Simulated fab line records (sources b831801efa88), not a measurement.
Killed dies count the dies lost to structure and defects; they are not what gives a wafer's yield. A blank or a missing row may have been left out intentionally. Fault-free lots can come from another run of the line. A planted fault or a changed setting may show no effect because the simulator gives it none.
fab line records	flow gf180mcu	part 1 of 2: steps 1 to 25 of 34
record: lots: 5	wafers: 15	lastDay: 34
route steps=602 shown M1@332 V1@335 M2@362
lots that met no fault: from a run of the same line without faults
startH: hours from the record's first day to the start of the lot's first wafer shown	waitH: hours from the lot's prior step to this one	" same as the row above	L1.1+2: one row covering several wafers at once	- value missing, or start not given	* or withheld: withheld	< > ~ a bound
route shown NAME@n: a module of which the file shows steps, and the number in the route of the first	usual: the fault-free wafers' mean and standard deviation	same: alike in all rows	chamber/n: place in a boat	sites: each site's reading	_std_site: standard deviation of those values	_edge_site: mean of outer sites minus mean of inner sites	radiusMm: for every site, how far away it sits from the centre of the wafer	mask NAME#n: copy n	behind: tool/chamber where the wafer was last shaped	hold: reason for holding the lot/hours on hold/outcome of the hold	device: whichever transistor did not switch (one of n, p or np)	end of line: the tests these same wafers got at the end of their route	for a step that has no rows: nothing shown but its recipe	killed: dies lost to structure and defects at the first sort, not the wafer's yield	map: per-die view of a wafer (x killed, . not killed, _ where there is no die)
set.NAME: the run value of the setting; set.NAME@STEP: its run value at that earlier step	model.NAME: the simulator's own value behind a step, which no gauge read
certain route steps with their lots: each step a table, each wafer a row
services: when a tool's chamber went out of use (startH, in hours from the record's first day, below 0 if earlier), for how many hours, and the reason
== steps ==
step: GF_M1_STRIP_17
recipe: chemistry: O2/N2	powerW: 1400	pressureMtorr: 1500	platenTempC: 250	o2FlowSccm: 3000	n2FlowSccm: 300	overashFraction: 0.5
usual: drypumpMotorCurrentA: 5.7/0.58	heaterPowerW: 313/20	oesProductAu: 0.559/0.005	stripTimeToEndpointS: 7.90/0.042
same: overashFraction: 0.5
lot.wafer	tool	chamber	startH	waitH	drypumpMotorCurrentA	heaterPowerW	oesProductAu	rfHoursCounterH	stripTimeToEndpointS
L077.1	plasmaAsher-03	1	416.54	0.1	6.0	347	0.556	62	7.84
L077.4	"	1	"	"	6.0	339	0.558	-	7.92
L077.5	"	1	"	"	6.0	353	0.559	-	7.83
L078.2	plasmaAsher-04	0	421.77	0.1	5.1	297	0.560	31	7.86
L078.5	"	1	"	"	5.6	331	0.562	-	7.88
L078.6	"	0	"	"	5.1	302	0.544	-	7.89
L080.1	plasmaAsher-02	1	442.62	0.1	5.4	317	0.554	1	7.84
L080.2	"	0	"	"	6.6	283	0.551	1	7.85
L080.5	"	1	"	"	5.4	317	0.557	-	7.89
L095.1	plasmaAsher-02	1	575.64	0.1	5.4	317	0.557	15	7.89
L095.2	"	0	"	"	6.6	288	0.568	15	7.86
L095.3	"	0	"	"	6.5	284	0.563	-	7.86
L097.4	plasmaAsher-02	1	587.07	0.1	5.4	316	0.561	-	7.84
L097.5	"	0	"	"	6.5	293	0.567	-	7.93
L097.6	"	1	"	"	5.3	311	0.558	-	7.90
step: GF_M1_STRIP_18
recipe: chemistry: postEtchResidueRemover	timeS: 1200	tempC: 72.5
usual: tempC: 72.48/0.12
lot.wafer	tool	chamber	startH	waitH	tempC
L077.1	wetBench-02	3	416.64	0.1	72.27
L077.4	"	3	"	"	72.34
L077.5	"	3	"	"	72.28
L078.2	wetBench-03	1	421.87	0.1	72.38
L078.5	"	1	"	"	72.42
L078.6	"	1	"	"	72.32
L080.1	wetBench-03	1	442.72	0.1	72.43
L080.2	"	1	"	"	72.39
L080.5	"	1	"	"	72.43
L095.1	wetBench-03	1	575.74	0.1	72.24
L095.2	"	1	"	"	72.28
L095.3	"	1	"	"	72.21
L097.4	wetBench-02	3	587.14	0.0	72.40
L097.5	"	3	"	"	72.48
L097.6	"	3	"	"	72.51
step: GF_M1_CLEAN_19
recipe: chemistry: DIW	dry: n2Spin
lot.wafer	tool	chamber	startH	waitH
L077.1+4+5	wetBench-04	1	416.98	0.0
L078.2+5+6	wetBench-04	1	422.22	0.0
L080.1+2+5	wetBench-04	1	443.07	0.0
L095.1+2+3	wetBench-03	0	576.08	0.0
L097.4+5+6	wetBench-03	1	587.48	0.0
step: GF_V1_CVD_00
recipe: material: SiO2	targetThkNm: 600	sigmaOpenFrac: 0.3	tempC: 400	timeS: 100	sih4FlowSccm: 60	pressureMtorr: 6
lot.wafer	tool	chamber	startH	waitH
L077.1+4+5	hdpcvd-02	2,2,0	417.08	0.0
L078.2+5+6	hdpcvd-01	1,2,1	422.31	0.0
L080.1+2+5	hdpcvd-02	1,0,2	443.16	0.0
L095.1+2+3	hdpcvd-01	2,0,1	576.17	0.0
L097.4+5+6	hdpcvd-01	0,1,2	587.61	0.0
step: GF_V1_THK_MEAS_01
recipe: reads: SiO2_of_V1_CVD_00
usual: V1_CVD_00_THK: 604/7.2
lot.wafer	tool	chamber	startH	waitH	V1_CVD_00_THK[nm]
L077.1	filmMetro-01	-	417.15	0.0	605
L077.4	"	-	"	"	610
L077.5	"	-	"	"	617
L078.2	filmMetro-04	-	422.39	0.0	609
L078.5	"	-	"	"	599
L078.6	"	-	"	"	603
L080.1	filmMetro-03	-	443.23	0.0	604
L080.2	"	-	"	"	609
L080.5	"	-	"	"	604
L095.1	filmMetro-03	-	576.25	0.0	602
L095.2	"	-	"	"	601
L095.3	"	-	"	"	596
L097.4	filmMetro-01	-	587.68	0.0	603
L097.5	"	-	"	"	603
L097.6	"	-	"	"	595
step: GF_V1_CVD_02
recipe: material: SiO2	targetThkNm: 850	precursor: TEOS	tempC: 400	timeS: 94.851	rfW: 600
usual: heaterPowerW: 624/76
lot.wafer	tool	chamber	startH	waitH	heaterPowerW
L077.1	pecvd-01	0	417.21	0.1	800
L077.4	"	2	"	"	525
L077.5	"	0	"	"	625
L078.2	pecvd-04	0	422.44	0.0	565
L078.5	"	1	"	"	573
L078.6	"	2	"	"	577
L080.1	pecvd-03	2	443.29	0.1	627
L080.2	"	0	"	"	646
L080.5	"	2	"	"	555
L095.1	pecvd-01	2	576.31	0.1	534
L095.2	"	1	"	"	678
L095.3	"	0	"	"	644
L097.4	pecvd-03	0	587.74	0.1	626
L097.5	"	1	"	"	592
L097.6	"	2	"	"	643
step: GF_V1_THK_MEAS_03
recipe: reads: SiO2_of_V1_CVD_02
usual: V1_CVD_02_THK: 852/11
lot.wafer	tool	chamber	startH	waitH	V1_CVD_02_THK[nm]
L077.1	filmMetro-03	-	417.28	0.0	841
L077.4	"	-	"	"	862
L077.5	"	-	"	"	850
L078.2	filmMetro-03	-	422.52	0.0	835
L078.5	"	-	"	"	853
L078.6	"	-	"	"	858
L080.1	filmMetro-01	-	443.39	0.1	859
L080.2	"	-	"	"	849
L080.5	"	-	"	"	863
L095.1	filmMetro-04	-	576.38	0.0	848
L095.2	"	-	"	"	853
L095.3	"	-	"	"	850
L097.4	filmMetro-04	-	587.81	0.0	855
L097.5	"	-	"	"	851
L097.6	"	-	"	"	856
step: GF_V1_CMP_04
recipe: material: SiO2	downForcePsi: 4	platenRpm: 60	padVelocityMS: 0.94248
usual: headPressurePsi: 4.000/0.0089	motorCurrentA: 11.9/0.95	slurryFilterDpKPa: 13.50/0.13	timeToEndpointS: 79/6
lot.wafer	tool	chamber	startH	waitH	headPressurePsi	motorCurrentA	slurryFilterDpKPa	timeToEndpointS
L077.1	cmp-02	3	417.40	0.1	4.001	10.7	13.60	72
L077.4	"	2	"	"	4.003	12.6	13.65	81
L077.5	"	0	"	"	3.993	9.9	13.49	74
L078.2	cmp-02	2	422.72	0.2	4.000	12.3	13.63	74
L078.5	"	3	"	"	3.990	10.9	13.56	82
L078.6	"	0	"	"	3.999	9.8	13.53	81
L080.2	cmp-02	3	443.45	0.0	3.999	10.6	13.60	81
L080.1	"	1	"	"	3.997	12.3	13.60	85
L080.5	"	3	"	"	4.012	11.1	13.56	88
L095.2	cmp-02	0	576.44	0.0	3.978	10.1	13.51	83
L095.1	"	2	"	"	4.012	13.6	13.52	86
L095.3	"	3	"	"	3.992	10.7	13.24	88
L097.4	cmp-01	3	587.94	0.1	4.008	12.8	13.51	86
L097.5	"	1	"	"	4.009	12.1	13.44	81
L097.6	"	2	"	"	4.003	12.2	13.40	80
step: GF_V1_BOW_MEAS_05
recipe: mode: bow
usual: V1_BOW: 84/7.4
lot.wafer	tool	chamber	startH	waitH	V1_BOW[um]
L077.1	filmMetro-03	-	417.70	0.2	84
L077.4	"	-	"	"	83
L077.5	"	-	"	"	94
L078.2	filmMetro-04	-	422.89	0.1	85
L078.5	"	-	"	"	79
L078.6	"	-	"	"	88
L080.1	filmMetro-03	-	443.75	0.1	75
L080.2	"	-	"	"	80
L080.5	"	-	"	"	92
L095.1	filmMetro-04	-	576.74	0.1	89
L095.2	"	-	"	"	89
L095.3	"	-	"	"	91
L097.4	filmMetro-01	-	588.20	0.2	82
L097.5	"	-	"	"	96
L097.6	"	-	"	"	81
step: GF_V1_DEHYDRATE_06
recipe: tempC: 200	timeS: 60
usual: heaterPowerTotalW: 160.38/0.13	resistLineTempC: 22.99/0.1
lot.wafer	tool	chamber	startH	waitH	heaterPowerTotalW	resistLineTempC
L077.1	lithoTrack-02	0	428.72	11.0	160.33	23.09
L077.4	"	0	"	"	160.25	23.21
L077.5	"	0	"	"	160.59	23.06
L078.2	lithoTrack-01	0	434.46	11.6	160.48	22.94
L078.5	"	0	"	"	160.42	22.88
L078.6	"	0	"	"	160.32	22.98
L080.1	lithoTrack-04	0	455.65	11.9	160.29	23.07
L080.2	"	0	"	"	160.38	22.98
L080.5	"	0	"	"	160.39	22.89
L095.1	lithoTrack-01	0	586.59	9.8	160.34	23.01
L095.2	"	0	"	"	160.55	23.22
L095.3	"	0	"	"	160.65	22.99
L097.4	lithoTrack-04	0	598.43	10.2	160.17	23.01
L097.5	"	0	"	"	160.31	23.08
L097.6	"	0	"	"	160.53	23.08
step: GF_V1_HMDS_07
recipe: primeTimeS: 60	primeTempC: 120
usual: resistLineTempC: 22.97/0.11
lot.wafer	tool	chamber	startH	waitH	resistLineTempC
L077.1	lithoTrack-02	0	428.87	0.1	23.06
L077.4	"	0	"	"	22.91
L077.5	"	0	"	"	23.06
L078.2	lithoTrack-01	0	434.61	0.1	22.99
L078.5	"	0	"	"	23.01
L078.6	"	0	"	"	22.90
L080.1	lithoTrack-04	0	455.80	0.1	23.10
L080.2	"	0	"	"	22.86
L080.5	"	0	"	"	22.99
L095.1	lithoTrack-01	0	586.74	0.1	22.84
L095.2	"	0	"	"	22.83
L095.3	"	0	"	"	22.94
L097.4	lithoTrack-04	0	598.58	0.1	22.97
L097.5	"	0	"	"	23.07
L097.6	"	0	"	"	22.95
step: GF_V1_COAT_08
recipe: resist: BARC	tempC: withheld	timeS: withheld	spinRpm: withheld	resistThkNm: withheld
usual: resistLineTempC: *
lot.wafer	tool	chamber	startH	waitH	resistLineTempC
L077.1	lithoTrack-02	0	429.02	0.1	*
L077.4	"	0	"	"	*
L077.5	"	0	"	"	*
L078.2	lithoTrack-01	0	434.76	0.1	*
L078.5	"	0	"	"	*
L078.6	"	0	"	"	*
L080.1	lithoTrack-04	0	455.95	0.1	*
L080.2	"	0	"	"	*
L080.5	"	0	"	"	*
L095.1	lithoTrack-01	0	586.89	0.1	*
L095.2	"	0	"	"	*
L095.3	"	0	"	"	*
L097.4	lithoTrack-04	0	598.73	0.1	*
L097.5	"	0	"	"	*
L097.6	"	0	"	"	*
step: GF_V1_COAT_09
recipe: resist: KrF	spinRpm: withheld	resistThkNm: 1000
usual: resistLineTempC: 23.00/0.12
lot.wafer	tool	chamber	startH	waitH	resistLineTempC
L077.1	lithoTrack-02	0	-	-	22.95
L077.4	"	0	"	"	22.87
L077.5	"	0	"	"	22.97
L078.2	lithoTrack-01	0	-	-	22.88
L078.5	"	0	"	"	23.18
L078.6	"	0	"	"	23.04
L080.1	lithoTrack-04	0	-	-	22.89
L080.2	"	0	"	"	22.90
L080.5	"	0	"	"	22.87
L095.1	lithoTrack-01	0	-	-	23.00
L095.2	"	0	"	"	23.14
L095.3	"	0	"	"	23.11
L097.4	lithoTrack-04	0	-	-	23.01
L097.5	"	0	"	"	23.06
L097.6	"	0	"	"	23.03
step: GF_V1_SOFTBAKE_10
recipe: tempC: 130	timeS: 60	resist: KrF
usual: heaterPowerTotalW: 93.05/0.055	resistLineTempC: 23.02/0.098
lot.wafer	tool	chamber	startH	waitH	heaterPowerTotalW	resistLineTempC
L077.1	lithoTrack-02	0	-	-	93.09	23.02
L077.4	"	0	"	"	93.17	23.17
L077.5	"	0	"	"	93.08	23.15
L078.2	lithoTrack-01	0	-	-	93.10	23.11
L078.5	"	0	"	"	93.02	23.00
L078.6	"	0	"	"	92.94	23.12
L080.1	lithoTrack-04	0	-	-	93.13	23.00
L080.2	"	0	"	"	93.04	23.00
L080.5	"	0	"	"	93.04	23.19
L095.1	lithoTrack-01	0	-	-	93.09	22.93
L095.2	"	0	"	"	93.05	22.99
L095.3	"	0	"	"	93.10	23.09
L097.4	lithoTrack-04	0	-	-	93.01	22.84
L097.5	"	0	"	"	93.01	23.02
L097.6	"	0	"	"	93.02	22.93
step: GF_V1_EXPOSE_11
recipe: maskId: Via1	targetCdNm: 260	na: 0.68	sourceShape: conventional	sigmaOuter: 0.6	doseMj: 38
usual: focusOffsetNm: 0.2/0.54
lot.wafer	tool	chamber	startH	waitH	mask	focusOffsetNm
L077.1	krfScanner-02	0	-	-	Via1#0	0.9
L077.4	"	0	"	"	Via1#0	0.6
L077.5	"	0	"	"	Via1#0	0.2
L078.2	krfScanner-02	0	-	-	Via1#0	-0.3
L078.5	"	0	"	"	Via1#0	0.3
L078.6	"	0	"	"	Via1#0	-0.1
L080.1	krfScanner-02	0	-	-	Via1#0	0.8
L080.2	"	0	"	"	Via1#0	0.5
L080.5	"	0	"	"	Via1#0	0.9
L095.1	krfScanner-01	0	-	-	Via1#0	0.2
L095.2	"	0	"	"	Via1#0	-0.1
L095.3	"	0	"	"	Via1#0	0.1
L097.4	krfScanner-01	0	-	-	Via1#0	0.3
L097.5	"	0	"	"	Via1#0	-0.2
L097.6	"	0	"	"	Via1#0	-0.1
step: GF_V1_PEB_12
recipe: pebTempC: 135	pebTimeS: 90	resist: KrF
usual: heaterPowerTotalW: 85.70/0.085	resistLineTempC: 23.00/0.092
lot.wafer	tool	chamber	startH	waitH	heaterPowerTotalW	resistLineTempC
L077.1	lithoTrack-04	0	-	-	85.62	23.19
L077.4	"	0	"	"	85.61	23.03
L077.5	"	0	"	"	85.63	22.99
L078.2	lithoTrack-04	0	-	-	85.61	23.03
L078.5	"	0	"	"	85.77	22.94
L078.6	"	0	"	"	85.63	23.07
L080.1	lithoTrack-01	0	-	-	85.81	23.09
L080.2	"	0	"	"	85.52	23.02
L080.5	"	0	"	"	85.74	22.93
L095.1	lithoTrack-04	0	-	-	85.71	23.18
L095.2	"	0	"	"	85.69	22.93
L095.3	"	0	"	"	85.74	22.97
L097.4	lithoTrack-01	0	-	-	85.81	22.95
L097.5	"	0	"	"	85.67	22.91
L097.6	"	0	"	"	85.71	22.94
step: GF_V1_DEVELOP_13
recipe: developTimeS: 60	resist: KrF	devTempC: 19.98
usual: resistLineTempC: 23.01/0.12
lot.wafer	tool	chamber	startH	waitH	resistLineTempC
L077.1	lithoTrack-04	0	440.95	0.2	22.86
L077.4	"	0	"	"	22.97
L077.5	"	0	"	"	22.98
L078.2	lithoTrack-04	0	447.78	0.2	23.10
L078.5	"	0	"	"	23.08
L078.6	"	0	"	"	23.14
L080.1	lithoTrack-01	0	467.94	0.2	22.99
L080.2	"	0	"	"	23.01
L080.5	"	0	"	"	22.95
L095.1	lithoTrack-04	0	597.85	0.2	23.14
L095.2	"	0	"	"	23.00
L095.3	"	0	"	"	23.09
L097.4	lithoTrack-01	0	609.06	0.1	23.07
L097.5	"	0	"	"	22.81
L097.6	"	0	"	"	23.01
step: GF_V1_CD_MEAS_14
recipe: targetCdNm: 260
usual: cdNm: 260.0/1.3
lot.wafer	tool	chamber	startH	waitH	cdNm
L077.1	cdSem-01	-	441.10	0.1	260.0
L077.4	"	-	"	"	260.2
L077.5	"	-	"	"	259.2
L078.2	cdSem-01	-	447.92	0.1	261.0
L078.5	"	-	"	"	260.4
L078.6	"	-	"	"	260.0
L080.1	cdSem-01	-	468.09	0.1	260.8
L080.2	"	-	"	"	260.1
L080.5	"	-	"	"	259.9
L095.1	cdSem-01	-	598.00	0.1	258.9
L095.2	"	-	"	"	259.7
L095.3	"	-	"	"	259.8
L097.4	cdSem-01	-	609.20	0.1	260.9
L097.5	"	-	"	"	260.1
L097.6	"	-	"	"	260.0
step: GF_V1_OVL_MEAS_15
usual: V1_OVL: -2/6.2
lot.wafer	tool	chamber	startH	waitH	V1_OVL[nm]
L077.1	overlay-02	-	441.22	0.1	2
L077.4	"	-	"	"	-12
L077.5	"	-	"	"	5
L078.2	overlay-02	-	448.03	0.1	11
L078.5	"	-	"	"	3
L078.6	"	-	"	"	7
L080.1	overlay-01	-	468.21	0.1	-13
L080.2	"	-	"	"	-8
L080.5	"	-	"	"	-16
L095.1	overlay-02	-	598.12	0.1	-8
L095.2	"	-	"	"	-4
L095.3	"	-	"	"	-5
L097.4	overlay-01	-	609.28	0.1	-16
L097.5	"	-	"	"	-13
L097.6	"	-	"	"	-10
step: GF_V1_ETCH_16
recipe: chemistry: N2/H2	targetDepthA: withheld	overetchA: withheld	timeS: withheld	target: BARC	ionEnergyEv: 200	sourceW: 500	biasW: 100	pressureMtorr: 30	n2FlowSccm: 100	h2FlowSccm: 200
usual: drypumpMotorCurrentA: 5.9/0.38	oesProductAu: 0.855/0.0045	throttleValvePct: 13.224/0.0088
lot.wafer	tool	chamber	startH	waitH	drypumpMotorCurrentA	oesProductAu	throttleValvePct
L077.1	rieDiel-03	2	441.26	0.0	5.4	0.848	13.220
L077.4	"	2	"	"	5.4	0.859	13.239
L077.5	"	0	"	"	6.3	0.852	13.232
L078.2	rieDiel-03	3	448.06	0.0	6.0	0.853	13.226
L078.5	"	3	"	"	6.0	0.851	13.228
L078.6	"	2	"	"	5.4	0.853	13.215
L080.1	rieDiel-02	1	468.24	0.0	5.9	0.851	13.245
L080.2	"	0	"	"	6.2	0.846	13.208
L080.5	"	1	"	"	5.9	0.845	13.231
L095.1	rieDiel-03	3	598.16	0.0	6.0	0.847	13.214
L095.2	"	0	"	"	6.3	0.862	13.206
L095.3	"	1	"	"	5.7	0.859	13.219
L097.4	rieDiel-01	0	609.29	0.0	5.9	0.858	13.213
L097.5	"	1	"	"	5.8	0.856	13.221
L097.6	"	2	"	"	6.1	0.852	13.220
step: GF_V1_ETCH_17
recipe: chemistry: C4F8/O2/Ar	maskMaterial: KrF	target: SiO2	stopOn: TiN	sourceW: 1500	biasW: 1200	pressureMtorr: 40	c4f8FlowSccm: withheld	O2_flow_sccm: 6	Ar_flow_sccm: 300	timeS: withheld	targetDepthA: 6300
usual: oesProductAu: 0.855/0.0051
lot.wafer	tool	chamber	startH	waitH	oesProductAu
L077.1	rieDiel-03	2	-	-	0.855
L077.4	"	2	"	"	0.855
L077.5	"	0	"	"	0.860
L078.2	rieDiel-03	3	-	-	0.850
L078.5	"	3	"	"	0.853
L078.6	"	2	"	"	0.852
L080.1	rieDiel-02	1	-	-	0.850
L080.2	"	0	"	"	0.864
L080.5	"	1	"	"	0.860
L095.1	rieDiel-03	3	-	-	0.846
L095.2	"	0	"	"	0.853
L095.3	"	1	"	"	0.857
L097.4	rieDiel-01	0	-	-	0.864
L097.5	"	1	"	"	0.849
L097.6	"	2	"	"	0.858
step: GF_V1_STRIP_18
recipe: chemistry: O2/N2	powerW: 1400	pressureMtorr: 1500	platenTempC: 250	o2FlowSccm: 3000	n2FlowSccm: 300	overashFraction: 0.5
usual: drypumpMotorCurrentA: 5.8/0.5	heaterPowerW: 308/23	oesProductAu: 0.594/0.0046
same: overashFraction: 0.5
lot.wafer	tool	chamber	startH	waitH	drypumpMotorCurrentA	heaterPowerW	oesProductAu	rfHoursCounterH
L077.1	plasmaAsher-03	1	441.39	-	6.0	355	0.593	65
L077.4	"	1	"	"	6.0	347	0.591	-
L077.5	"	0	"	"	4.9	338	0.594	-
L078.2	plasmaAsher-03	0	448.19	-	4.9	338	0.596	66
L078.5	"	0	"	"	4.9	336	0.589	-
L078.6	"	1	"	"	6.0	346	0.590	-
L080.1	plasmaAsher-01	1	468.37	-	5.9	306	0.591	85
L080.2	"	0	"	"	6.2	282	0.592	85
L080.5	"	1	"	"	5.8	308	0.599	-
L095.1	plasmaAsher-01	1	598.29	-	5.8	307	0.591	98
L095.2	"	0	"	"	6.2	284	0.589	98
L095.3	"	0	"	"	6.2	280	0.598	-
L097.4	plasmaAsher-01	0	609.46	-	6.2	281	0.593	-
L097.5	"	0	"	"	6.2	284	0.599	-
L097.6	"	1	"	"	5.8	307	0.594	-
step: GF_V1_STRIP_19
recipe: chemistry: postEtchResidueRemover	timeS: 1200	tempC: 72.5
usual: tempC: 72.50/0.11
lot.wafer	tool	chamber	startH	waitH	tempC
L077.1	wetBench-02	2	441.49	0.1	72.48
L077.4	"	2	"	"	72.52
L077.5	"	2	"	"	72.57
L078.2	wetBench-02	0	448.29	0.1	72.32
L078.5	"	0	"	"	72.60
L078.6	"	0	"	"	72.47
L080.1	wetBench-02	2	468.47	0.1	72.55
L080.2	"	2	"	"	72.69
L080.5	"	2	"	"	72.61
L095.1	wetBench-04	1	598.39	0.1	72.53
L095.2	"	1	"	"	72.64
L095.3	"	1	"	"	72.32
L097.4	wetBench-01	0	609.52	0.0	72.43
L097.5	"	0	"	"	72.48
L097.6	"	0	"	"	72.46
step: GF_V1_CLEAN_20
recipe: chemistry: DIW	dry: n2Spin
lot.wafer	tool	chamber	startH	waitH
L077.1+4+5	wetBench-02	2	441.83	0.0
L078.2+5+6	wetBench-02	1	448.63	0.0
L080.1+2+5	wetBench-02	0	468.85	0.0
L095.1+2+3	wetBench-01	0	598.73	0.0
L097.4+5+6	wetBench-04	2	609.86	0.0
step: GF_V1_SPUTTER_21
recipe: material: Ti	targetThkNm: 15	chamberPressurePa: 5	powerW: 2500	substrateTempC: 200	timeS: 80.02
usual: throttleValvePct: 30.2/0.85
lot.wafer	tool	chamber	startH	waitH	throttleValvePct
L077.1	pvdSputter-04	-	441.92	0.0	30.9
L077.4	"	-	"	"	29.5
L077.5	"	-	"	"	29.5
L078.2	pvdSputter-04	-	448.72	0.0	29.6
L078.5	"	-	"	"	30.8
L078.6	"	-	"	"	30.8
L080.1	pvdSputter-04	-	468.94	0.0	29.8
L080.2	"	-	"	"	30.7
L080.5	"	-	"	"	30.8
L095.1	pvdSputter-04	-	598.82	0.0	31.0
L095.2	"	-	"	"	29.3
L095.3	"	-	"	"	30.2
L097.4	pvdSputter-04	-	609.96	0.0	30.0
L097.5	"	-	"	"	30.7
L097.6	"	-	"	"	29.8
